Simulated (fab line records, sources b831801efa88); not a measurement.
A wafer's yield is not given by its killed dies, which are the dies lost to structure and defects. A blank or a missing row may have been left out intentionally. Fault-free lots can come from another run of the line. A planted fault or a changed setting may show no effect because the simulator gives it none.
2 desks looking at one fault :: flow gf180mcu :: what lay behind the numbers comes last; until then each desk has only its own

## FROM THE METROLOGY DESK
Lot by lot, what the gauges showed, no matter which tool ran the lot: averages of those sampled wafers that carry a number. Marked OUT: a lot whose mean sits more than 4 standard deviations from the usual mean, which makes it out of limits; the brackets give that distance.
Columns: A = cd_nm at GF_HV_LDD_CD_MEAS_19, usual 400.6 nm; B = HV_LDD_01_OVL at GF_HV_LDD_OVL_MEAS_20, usual -0.1 nm; C = NSD_RS at GF_PSD_RS_MEAS_14, usual 46.12 ohm/sq; D = PSD_RS at GF_PSD_RS_MEAS_15, usual 108.54 ohm/sq
lot: L167
first seen here: day 10 19:01
A: 402.9
B: -0.7
C: 46.12
D: 108.59

lot: L168
first seen here: day 11 02:12
A: 396.4
B: -1.1
C: 46.15
D: 108.30

lot: L169
first seen here: day 11 08:46
A: 401.7
B: 0.4
C: 46.06
D: 108.30

lot: L170
first seen here: day 11 12:40
A: 401.6
B: -0.5
C: 45.99
D: 108.26

lot: L171
first seen here: day 12 00:43
A: 401.8
B: -0.7
C: 46.20
D: 109.18

lot: L172
first seen here: day 12 10:40
A: 401.9
B: -0.5
C: 46.02
D: 108.45

lot: L173
first seen here: day 12 12:39
A: 399.9
B: -1.7
C: 46.24
D: 108.77

lot: L178
first seen here: day 14 06:13
A: 400.4
B: 0.1
C: 47.02 (+10) OUT
D: 111.19 (+8.8) OUT

lot: L180
first seen here: day 14 19:52
A: 400.7
B: 2.3
C: 46.64 (+6.1) OUT
D: 110.16 (+5.4) OUT

lot: L184
first seen here: day 15 23:32
A: 404.4
B: -0.4
C: 46.21
D: 108.51

lot: L187
first seen here: day 17 05:52
A: 404.2
B: -2.4
C: 46.04
D: 108.27

lot: L189
first seen here: day 17 15:53
A: 400.4
B: -0.6
C: 46.17
D: 108.86

lot: L190
first seen here: day 18 01:39
A: 400.3
B: 0.5
C: 46.07
D: 108.42
This desk's result: L178, L180 out of limits, first on L178 (NSD_RS at GF_PSD_RS_MEAS_14), day 18 02:52. L167, L168, L169, L170, L171, L172, L173, L184, L187, L189, L190 stayed within limits.

## THE TOOL OWNER'S DESK: rtp_anneal-01
Per lot that ran on this tool, the mean of the sampled wafers carrying a number, from the tool's own readings at GF_PSD_RTA_13 (time 20 s). Marked OUT: a lot whose mean sits more than 4 standard deviations from the usual mean, which makes it out of limits; the brackets give that distance.
Columns: A = lamp_power_pct at GF_PSD_RTA_13, usual 34.5 %; B = run_length_s at GF_PSD_RTA_13, usual 48.6 s; C = wafer_temp_C_max at GF_PSD_RTA_13, usual 1029.1
lot: L168
first seen here: day 14 15:10
A: 38.0
B: 48.9
C: 1028.1

lot: L171
first seen here: day 15 16:14
A: 38.1
B: 48.9
C: 1028.2

lot: L178
first seen here: day 18 02:46
A: 38.0
B: 45.5 (-9.1) OUT
C: 1028.6

lot: L180
first seen here: day 18 20:20
A: 38.0
B: 46.6 (-5.9) OUT
C: 1028.8
This desk finds L178, L180 out of limits, L178 being first, at day 18 02:46 (run_length_s at GF_PSD_RTA_13). L168, L171 stayed within limits.

## TAKEN TOGETHER
The tool owner's desk had the chance to raise an alarm at day 18 02:46 on L178, L180.
On L178, L180, the metrology desk was in a position to raise an alarm at day 18 02:52.
The lots listed all ran GF_PSD_RTA_13 on rtp_anneal-01.

## WHAT THE SIMULATOR HAD PUT IN
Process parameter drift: rtp_anneal-01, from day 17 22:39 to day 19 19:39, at GF_PSD_RTA_13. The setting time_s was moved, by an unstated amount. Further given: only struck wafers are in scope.
Struck lots among those shown: L178, L180.
Hours from the fault's start to each desk's first reading out of limits: the tool owner's desk, 4; the metrology desk, 4.
